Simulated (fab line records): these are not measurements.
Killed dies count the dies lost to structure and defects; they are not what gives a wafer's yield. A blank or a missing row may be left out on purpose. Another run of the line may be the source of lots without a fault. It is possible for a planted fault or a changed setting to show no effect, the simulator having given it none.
8D (eight disciplines) problem report, filled in by code | flow gf180mcu | the parts of the form that need people (team, actions taken, sign-off) are left out

== 1. THE ISSUE ==
Mean of beam energy keV at GF_NWELL_IMPLANT_09: 174.14 across 6 wafers in 2 lots; on wafers with no fault it is 160.00 (standard deviation 0.047). That is +99 or more standard deviations from the usual mean.
The first sign was on wafer L293.2 at day 6 20:34, on implanter-02. Wafers with a number at this step in the record: 39, from 13 lots. By rule, "out" or "out of limits" means more than 4 standard deviations away from the usual mean. The other wafers with a number count as sound.

== 2. WHAT IT IS, AND WHAT IT ISN'T ==
question                    | is                     | is not
which readings at this step | beam energy keV        | beam on s, tilt deg
which lots                  | L293, L296             | L278, L279, L281, L284, L285, L286, L287, L288, L289, L290, L301
which wafers of those lots  | all that have a number | -
read on which tools         | implanter-02           | implanter-01, implanter-03
when                        | from day 6 20:34       | up to then (30 sound wafers); but 3 sound wafers of L301 came after

== 3. THE SUSPECTS, EACH WITH WHAT RULES IT OUT ==
Counting: any tool at a process step up to the reading is kept as a suspect provided that every lot that is out went through it and no sound lot did after the first of them.
- implanter-02 at GF_NWELL_IMPLANT_09: kept. Every lot that is out went through it, starting with L293 (day 6 20:34), and after that it ran no sound lot; the last sound lot it ran before then is L290 (day 6 03:49). On those wafers its own readings are out: beam energy keV.
Remaining after the count: implanter-02 at GF_NWELL_IMPLANT_09.

== 4. THE CAUSE (what the simulator had put in) ==
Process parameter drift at GF_NWELL_IMPLANT_09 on implanter-02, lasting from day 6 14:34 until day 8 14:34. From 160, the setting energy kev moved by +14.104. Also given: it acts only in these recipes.
Only this tool survived the counting.

== 5. SEQUENCE OF EFFECTS, ordered by route ==
Rows list readings where the struck wafers' mean (over those with a number) sits beyond 3 standard deviations from the usual. Readings are gone through only where the record gives a usual standard deviation; hours: the median, over the lots, of the time from a lot's start at the first step in this table giving one to that lot's start at this step; sigmas: the change measured in usual standard deviations.
hours | step                | reading         | usual  | on struck wafers | change | sigmas
0     | GF_NWELL_IMPLANT_09 | beam energy keV | 160.00 | 174.14           | +14.14 | +99 or more
It contains these process steps:
- GF_NWELL_IMPLANT_09
At these later measuring or inspecting steps, every struck wafer for which the step has a row has a number for every such reading, and none has moved that far: GF_VT_IMPLANT_OVL_MEAS_40.

== 6. WHAT WOULD HAVE CAUGHT IT SOONER ==
In this record no reading fell out of limits until day 6 20:34, 6 hours after the fault had begun at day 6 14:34.
